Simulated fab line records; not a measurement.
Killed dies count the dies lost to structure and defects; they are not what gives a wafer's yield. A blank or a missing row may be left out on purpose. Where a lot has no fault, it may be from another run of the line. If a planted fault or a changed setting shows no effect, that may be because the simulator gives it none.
A lot that was struck, set against a sound lot | flow sky130 | 35 steps out of a route of 708
Sound: wafers L610.2, L610.4, L610.5. Struck: wafers L619.1, L619.4, L619.6. The cause is named last.
At each step with rows: each side's tool, then ch and its chambers, then its first start. Under that, the readings that differ: sound wafers | struck wafers | difference of the means | sigmas: that difference in standard deviations of wafers without a fault.
alike: readings with means less than 2 such deviations apart, plus words and numbers identical on both sides. not compared: withheld readings, readings lacking a value on some wafer, bounds such as >300 that could conceal the same value, and numbers that have no deviation in the record and whose values overlap.
The two part at a step that has a row with sigmas, a row that says differs or no value, or rows on one side only. When numbers do not overlap yet have no deviation, they are printed without sigmas and do not part them. A reading missing from all wafers of one side parts the sides only when that side holds two or more wafers.

first, 10 steps without rows for these wafers: SKY_POLY_GATE_COAT_08 (resist thk 450 nm); SKY_POLY_GATE_SOFTBAKE_09 (time 90 s); SKY_POLY_GATE_EXPOSE_10 (exposes mask P1M, target cd 150 nm); SKY_POLY_GATE_PEB_11; SKY_POLY_GATE_DEVELOP_12 (develop time 60 s); SKY_POLY_GATE_ETCH_15 (etches BARC in N2/H2, stops on SiO2, time 118.5 s, target depth 110 nm); SKY_POLY_GATE_ETCH_16 (etches Si3N4 in CH3F/O2, stops on poly-Si, time 147.5 s, target depth 75 nm); SKY_POLY_GATE_ETCH_17 (etches poly-Si in HBr/Cl2, stops on SiO2, target depth 180 nm, time 70.5 s); SKY_POLY_GATE_STRIP_18 (strips in O2/N2); SKY_POLY_GATE_CLEAN_19 (cleans in SC1/SC2, time 150 s).
SKY_POLY_GATE_OXIDATION_20: stabilise 600 s, purge 300 s, target thk 4 nm.
  sound on furnace-01 ch 0, day 19 10:49; struck on furnace-01 ch 0, day 22 14:36
then, 23 steps without rows for these wafers: SKY_LDD_N_DEHYDRATE_00 (time 60 s); SKY_LDD_N_HMDS_01 (prime time 60 s); SKY_LDD_N_COAT_02 (resist thk 300 nm); SKY_LDD_N_SOFTBAKE_03 (time 60 s); SKY_LDD_N_EXPOSE_04 (exposes mask NTM, target cd 840 nm); SKY_LDD_N_PEB_05; SKY_LDD_N_DEVELOP_06 (develop time 60 s); SKY_LDD_N_IMPLANT_08; SKY_LDD_N_IMPLANT_09; SKY_LDD_N_IMPLANT_10; SKY_LDD_N_IMPLANT_11; SKY_LDD_N_IMPLANT_12; SKY_LDD_N_IMPLANT_13; SKY_LDD_N_IMPLANT_14; SKY_LDD_N_IMPLANT_15; SKY_LDD_N_STRIP_16 (strips in O2/N2); SKY_LDD_P_DEHYDRATE_00 (time 60 s); SKY_LDD_P_HMDS_01 (prime time 60 s); SKY_LDD_P_COAT_02 (resist thk 1140 nm); SKY_LDD_P_SOFTBAKE_03 (time 60 s); SKY_LDD_P_EXPOSE_04 (exposes mask PSDM, target cd 380 nm); SKY_LDD_P_PEB_05; SKY_LDD_P_DEVELOP_06 (develop time 60 s).
-- a jump in the record: the struck wafers' starts before and after are 27 days apart (it breaks off in module LDD_P and resumes in module PAD_OPEN, where the first step shown is number 708 of the route) --
SKY_PAD_OPEN_PROBE_99:
  sound: prober-01 at day 48 06:09; struck: prober-01 at day 49 23:31
reading                                     | sound                | struck               | difference | sigmas
model.etest.diodeNwellSub.leakLog10ACm2     | -7.405 -7.141 -7.211 | -5.887 -6.083 -5.874 | +1.304     | 
model.etest.diodeDnwellSub.leakLog10ACm2    | -7.226 -7.393 -7.113 | -6.012 -5.921 -5.944 | +1.285     | 
model.etest.diodePwellDnwell.leakLog10ACm2  | -7.349 -7.693 -7.647 | -6.081 -6.532 -6.48  | +1.199     | 
model.etest.diodeNdiffPwellHv.leakLog10ACm2 | -6.73 -6.589 -6.907  | -6.28 -5.936 -6.11   | +0.63      | 
model.etest.diodePdiffNwellHv.leakLog10ACm2 | -6.638 -6.679 -6.215 | -5.768 -6.08 -5.924  | +0.587     | 
model.etest.diodeNdiffPwell.leakLog10ACm2   | -7.239 -7.404 -7.359 | -6.635 -6.521 -6.671 | +0.725     | 
model.etest.diodePdiffNwell.leakLog10ACm2   | -7.149 -6.962 -7.206 | -6.525 -6.473 -6.549 | +0.590     | 
model.etest.nfet_16v.offLog10AUm            | -13.83 -13.81 -13.71 | -13.23 -13.36 -13.36 | +0.47      | 
  alike: killed_at_M0_to_M3, killed_at_M4_up, killedAtContacts, killedAtFrontEnd, killedAtOther, killedDies, killedOnRim, killedOpen, killedShort

## WHERE THEY PART
Nowhere in this record.

WHY: what the simulator had put in
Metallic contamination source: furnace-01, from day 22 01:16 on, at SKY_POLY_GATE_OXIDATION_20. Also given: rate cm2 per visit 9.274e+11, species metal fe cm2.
